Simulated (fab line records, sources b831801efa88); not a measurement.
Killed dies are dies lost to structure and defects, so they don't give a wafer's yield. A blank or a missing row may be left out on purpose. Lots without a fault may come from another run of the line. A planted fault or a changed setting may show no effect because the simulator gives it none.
One fault seen from 2 desks | flow sky130 | each desk has only its own numbers; what lay behind them comes last

THE METROLOGY DESK
What the gauges read, lot by lot, whatever tool the lot ran on: means of the sampled wafers that have a number. A lot is out of limits, marked OUT, if its mean lies more than 4 standard deviations from the usual mean; the brackets give that distance.
Columns: A = VIA3_W_RS at SKY_VIA3_RS_MEAS_22, usual 0.2936 ohm/sq; B = CAP2M_TIN_THK at SKY_CAP2M_THK_MEAS_04, usual 203.3 nm
lot  | first seen here | A      | B
L273 | day 41 03:25    | 0.2928 | 202.9
L272 | day 41 03:41    | 0.2951 | 202.5
L275 | day 41 11:34    | 0.2951 | 204.1
L276 | day 42 00:10    | 0.2971 | 198.5
L278 | day 42 13:05    | 0.2959 | 205.0
L279 | day 42 18:14    | 0.2917 | 206.2
L283 | day 44 03:34    | 0.2953 | 208.1
L284 | day 44 14:16    | 0.2911 | 201.3
L285 | day 44 15:37    | 0.2933 | 202.6
L286 | day 44 16:16    | 0.2917 | 207.2
L287 | day 45 01:45    | 0.2917 | 200.2
L292 | day 47 01:51    | 0.2911 | 203.1
This desk's finding: nothing out of limits on any of the 12 lots.

THE TOOL OWNER'S DESK: pvd_sputter-04
The tool's own readings at SKY_VIA3_SPUTTER_20 (material TiN, target thk 20 nm, time 80 s): means of the sampled wafers that have a number, for each lot that ran on this tool. A lot is out of limits, marked OUT, if its mean lies more than 4 standard deviations from the usual mean; the brackets give that distance.
Columns: A = throttle_valve_pct at SKY_VIA3_SPUTTER_20, usual 29.5 %
lot  | first seen here | A
L273 | day 41 03:13    | 29.8
L278 | day 42 12:53    | 30.2
L279 | day 42 18:02    | 30.1
L283 | day 44 03:22    | 29.6
L284 | day 44 14:05    | 30.0
L285 | day 44 15:24    | 29.9
This desk's finding: nothing out of limits on any of the 6 lots.

PUT TOGETHER
The metrology desk saw nothing out of limits.
The tool owner's desk saw nothing out of limits.

WHAT THE SIMULATOR HAD PUT IN
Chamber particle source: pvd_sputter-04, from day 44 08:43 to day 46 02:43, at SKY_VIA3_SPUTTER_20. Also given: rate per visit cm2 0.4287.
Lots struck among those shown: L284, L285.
